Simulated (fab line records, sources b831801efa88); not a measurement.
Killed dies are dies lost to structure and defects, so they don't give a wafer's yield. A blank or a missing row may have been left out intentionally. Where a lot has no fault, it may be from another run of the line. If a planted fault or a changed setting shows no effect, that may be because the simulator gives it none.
Which of the tools did it? | flow sky130 | 12 lots, 36 wafers sampled, at 4 steps of a route of 708

## WHAT THE GAUGES SHOWED, per wafer
SKY_METAL1_THK_MEAS_06: measures by xrf. Usual: METAL1_ALCU_THK 248 nm, standard deviation 4.7.
lot  | measured     | on           | METAL1_ALCU_THK (nm) | flag
L150 | day 31 21:39 | filmMetro-03 | 247 256 251          | 
L152 | day 33 08:14 | filmMetro-01 | 255 260 253          | 
L153 | day 33 14:26 | filmMetro-03 | 245 244 244          | 
L155 | day 34 01:02 | filmMetro-03 | 249 248 250          | 
L154 | day 34 02:07 | filmMetro-03 | 247 250 250          | 
L156 | day 34 05:00 | filmMetro-02 | 247 246 246          | 
L157 | day 34 10:33 | filmMetro-02 | 242 244 241          | 
L159 | day 35 12:12 | filmMetro-03 | 249 246 248          | 
L161 | day 35 13:56 | filmMetro-03 | 248 247 246          | 
L168 | day 37 15:44 | filmMetro-01 | 250 249 253          | 
L171 | day 39 04:15 | filmMetro-02 | 242 245 245          | 
L172 | day 39 04:55 | filmMetro-01 | 253 251 255          | 

SKY_VIA1_THK_MEAS_01. Usual: VIA1_HDPCVD_THK 1027 nm, standard deviation 13.
lot  | measured     | on           | VIA1_HDPCVD_THK (nm) | flag
L150 | day 33 01:52 | filmMetro-02 | 1055 1030 1020       | 
L152 | day 34 12:27 | filmMetro-01 | 1037 1051 1032       | 
L153 | day 34 18:02 | filmMetro-02 | 1009 1020 1035       | 
L155 | day 35 05:02 | filmMetro-04 | 1028 1009 1029       | 
L154 | day 35 06:11 | filmMetro-02 | 1051 1017 1017       | 
L156 | day 35 07:45 | filmMetro-01 | 1027 1023 1011       | 
L157 | day 35 14:19 | filmMetro-04 | 995 1023 1012        | 
L159 | day 36 16:10 | filmMetro-04 | 1020 1052 1016       | 
L161 | day 36 17:43 | filmMetro-04 | 1012 1008 1015       | 
L168 | day 38 18:17 | filmMetro-02 | 1033 1017 1042       | 
L171 | day 40 05:28 | filmMetro-01 | 1464 1485 1469       | OFF
L172 | day 40 06:55 | filmMetro-02 | 1499 1477 1483       | OFF

## WHAT TOOL EACH LOT RAN ON (gives the tool, then ch and the chambers of the sampled wafers, and finally the start)
lot  | SKY_METAL1_SPUTTER_02       | SKY_VIA1_HDPCVD_00
L150 | pvdSputter-02, day 31 21:26 | hdpcvd-02 ch 0,1,2, day 33 01:44
L152 | pvdSputter-02, day 33 08:01 | hdpcvd-01 ch 0,1, day 34 12:16
L153 | pvdSputter-04, day 33 14:13 | hdpcvd-01 ch 0,1, day 34 17:54
L155 | pvdSputter-03, day 34 00:50 | hdpcvd-01 ch 1,2, day 35 04:56
L154 | pvdSputter-04, day 34 01:53 | hdpcvd-01 ch 0,2, day 35 06:04
L156 | pvdSputter-04, day 34 04:47 | hdpcvd-02 ch 0,1,2, day 35 07:38
L157 | pvdSputter-03, day 34 10:20 | hdpcvd-02 ch 0,1, day 35 14:09
L159 | pvdSputter-04, day 35 11:59 | hdpcvd-02 ch 0,1,2, day 36 16:02
L161 | pvdSputter-03, day 35 13:44 | hdpcvd-02 ch 0,1, day 36 17:36
L168 | pvdSputter-02, day 37 15:30 | hdpcvd-02 ch 0,1,2, day 38 18:09
L171 | pvdSputter-04, day 39 04:02 | hdpcvd-01 ch 0,2, day 40 05:21
L172 | pvdSputter-02, day 39 04:41 | hdpcvd-01 ch 0,2, day 40 06:49
- SKY_METAL1_SPUTTER_02: material AlCu, target thk 250 nm, time 13.3 s.
- SKY_VIA1_HDPCVD_00: deposits SiO2, target thk 1030 nm, time 171.7 s.

## WHAT THE TOOLS THEMSELVES READ (means of the sampled wafers that have a number; where no wafer has one, the mark that the record gives instead)
SKY_METAL1_SPUTTER_02. Usual: throttleValvePct at 30.5 %, with a standard deviation of 1.1.
lot  | tool          | throttleValvePct (%) | flag
L150 | pvdSputter-02 | 29.4                 | 
L152 | pvdSputter-02 | 30.3                 | 
L153 | pvdSputter-04 | 31.2                 | 
L155 | pvdSputter-03 | 29.6                 | 
L154 | pvdSputter-04 | 31.2                 | 
L156 | pvdSputter-04 | 31.8                 | 
L157 | pvdSputter-03 | 29.7                 | 
L159 | pvdSputter-04 | 31.1                 | 
L161 | pvdSputter-03 | 29.7                 | 
L168 | pvdSputter-02 | 30.4                 | 
L171 | pvdSputter-04 | 31.6                 | 
L172 | pvdSputter-02 | 29.6                 | 

## THE ANSWER, worked out from the rows above alone
Rule: a lot is off if the mean of its wafers that have a number lies more than 3 standard deviations from the usual mean. Also off: a lot with no number at a reading for which 4 or more lots have one. Any other lot the step has rows for is counted as sound. The gauges are gone through in route order, then the tools' own readings, and for those a lot's mean is taken as printed above. The first step at which some lot is off is used, and at that step the reading that is off furthest; a lot without a number counts as furthest.
Off: at SKY_VIA1_THK_MEAS_01 (VIA1_HDPCVD_THK), L171, L172.
A tool fits if, at a process step before that reading, it ran every lot that is off, and no sound lot after the first of them. The gauges at SKY_VIA1_THK_MEAS_01 are tried like those tools. One fits: hdpcvd-01 at SKY_VIA1_HDPCVD_00. A fault onset in the window from L154 (day 35 06:04, its last sound lot) to L171 (day 40 05:21, its first lot off) fits.

## WHAT WAS PUT IN BY THE SIMULATOR
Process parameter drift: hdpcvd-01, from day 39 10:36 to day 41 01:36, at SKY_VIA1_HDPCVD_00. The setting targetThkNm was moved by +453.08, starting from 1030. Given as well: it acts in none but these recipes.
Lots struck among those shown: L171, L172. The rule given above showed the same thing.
